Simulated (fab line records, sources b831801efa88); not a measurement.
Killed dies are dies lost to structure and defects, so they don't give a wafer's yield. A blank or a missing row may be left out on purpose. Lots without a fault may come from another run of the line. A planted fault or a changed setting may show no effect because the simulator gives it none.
A struck lot beside a sound one | flow sky130 | 21 steps out of a route of 708
Sound: wafers L720.1, L720.2, L720.6. Struck: wafers L728.1, L728.2, L728.6. The cause comes at the end.
At each step with rows: each side's tool, then ch and its chambers, then its first start. Under that, the readings that differ: sound wafers | struck wafers | difference of the means | sigmas: that difference in standard deviations of wafers without a fault.
alike: readings whose means differ by less than 2 such deviations, and words and numbers that are the same on both sides. not compared: withheld readings, readings that some wafer has no value for, bounds like >300 that may hide the same value, and numbers for which the record gives no deviation and whose values overlap.
The two part at a step that has a row with sigmas, a row that says differs or no value, or rows on one side only. Numbers that don't overlap but have no deviation are shown without sigmas and don't part them. A reading that every wafer of one side lacks parts them only if that side has two wafers or more.

first, 1 step without rows for these wafers: SKY_RES_XHIGH_IMPLANT_07.
SKY_RES_XHIGH_STRIP_08: strips in O2/N2.
  sound on plasma_asher-04 ch 0,1, day 32 07:20; struck on plasma_asher-01 ch 0,1, day 34 21:53
  alike: drypump_motor_current_A, oes_product_au, strip_time_to_endpoint_s
  not compared: rf_hours_counter_h
SKY_RES_XHIGH_TW_MEAS_09:
  sound on film_metro-03, day 32 07:26; struck on film_metro-01, day 34 21:59
  alike: RES_XHIGH_TW
then, 7 steps without rows for these wafers: SKY_SD_N_DEHYDRATE_00 (time 60 s); SKY_SD_N_HMDS_01 (prime time 60 s); SKY_SD_N_COAT_02 (resist thk 1140 nm); SKY_SD_N_SOFTBAKE_03 (time 60 s); SKY_SD_N_EXPOSE_04 (exposes mask NSDM, target cd 380 nm); SKY_SD_N_PEB_05; SKY_SD_N_DEVELOP_06 (develop time 60 s).
SKY_SD_N_CD_MEAS_07: target cd 380 nm.
  sound on cd_sem-02, day 33 09:47; struck on cd_sem-02, day 36 00:15
  alike: cd_nm
SKY_SD_N_OVL_MEAS_08:
  sound on overlay-02, day 33 09:54; struck on overlay-01, day 36 00:22
  alike: SD_N_OVL
SKY_SD_N_IMPLANT_09:
  sound on implanter-04 ch 0, day 33 09:56; struck on implanter-04 ch 0, day 36 00:25
  reading                   | sound                | struck               | difference | sigmas
  beam_energy_keV           | 50.012 50.014 50.021 | 42.485 42.487 42.505 | -7.523     | -99 or more
  model.implant.rp_nm (nm)  | 32.03 32.03 32.03    | 29.11 29.11 29.11    | -2.92      |
  model.implant.drp_nm (nm) | 14.11 14.11 14.11    | 12.5 12.5 12.5       | -1.6       |
  alike: dose_ions_cm2
then, 1 step without rows for these wafers: SKY_SD_N_IMPLANT_10.
SKY_SD_N_STRIP_11: strips in O2/N2.
  sound on plasma_asher-03 ch 0,1, day 33 10:14; struck on plasma_asher-02 ch 0,1, day 36 00:43
  reading                      | sound             | struck            | difference | sigmas
  oes_product_au (a.u.)        | 0.521 0.523 0.529 | 0.541 0.553 0.547 | +0.023     | +5
  strip_time_to_endpoint_s (s) | 22.52 22.45 22.54 | 21.43 21.41 21.35 | -1.11      | -26
  alike: drypump_motor_current_A
  not compared: rf_hours_counter_h
SKY_SD_N_TW_MEAS_12:
  sound on film_metro-03, day 33 10:20; struck on film_metro-02, day 36 00:49
  reading | sound          | struck         | difference | sigmas
  SD_N_TW | 3979 3964 3968 | 3809 3790 3813 | -166       | -7
then, 1 step without rows for these wafers: SKY_SD_N_CLEAN_13 (cleans in SC1/SC2, time 150 s).
SKY_SD_N_RTA_14: time 2 s.
  sound on rtp_anneal-02 ch 0, day 33 10:27; struck on rtp_anneal-02 ch 0, day 36 00:55
  alike: lamp_power_pct, wafer_temp_C_max
SKY_SD_N_RS_MEAS_16: measures by four-point-probe.
  sound on film_metro-01, day 33 10:40; struck on film_metro-01, day 36 01:06
  reading          | sound             | struck            | difference | sigmas
  SD_N_RS (ohm/sq) | 68.38 68.54 68.41 | 74.22 74.26 74.25 | +5.80      | +58
SKY_SD_N_RS_MEAS_17: measures by four-point-probe.
  sound on film_metro-01, day 33 10:47; struck on film_metro-01, day 36 01:13
  alike: SD_P_RS
-- the record jumps here: 15 days lie between the struck wafers' starts before and after (it left off in module SD_N and takes up again in module PAD_OPEN, whose first step shown is number 708 of the route) --
SKY_PAD_OPEN_PROBE_99:
  sound on prober-01, day 49 17:11; struck on prober-01, day 51 06:28
  reading                            | sound             | struck            | difference | sigmas
  model.etest.res_ndiff.line_ohm_um  | 751.6 760.8 755.3 | 792.2 797.8 818.6 | +47.0      |
  model.etest.res_ndiff.rs_ohm_sq    | 120 119.6 120.3   | 125.4 126.4 125.8 | +5.9       |
  model.etest.res_ndiff_hv.rs_ohm_sq | 114.2 113.7 115.8 | 119.8 119.4 120.1 | +5.2       |
  alike: killed_at_M0_to_M3, killed_at_M4_up, killed_at_contacts, killed_at_front_end, killed_at_other, killed_dies, killed_open, killed_short

WHERE THEY PART
First at SKY_SD_N_IMPLANT_09; last, within this record, at SKY_SD_N_RS_MEAS_16. Later steps at which nothing parts them and some readings are alike: SKY_SD_N_RS_MEAS_17, SKY_PAD_OPEN_PROBE_99.

WHY: what the simulator had put in
Process parameter drift: implanter-04, from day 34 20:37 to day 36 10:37, at SKY_SD_N_IMPLANT_09. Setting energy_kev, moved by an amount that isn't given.
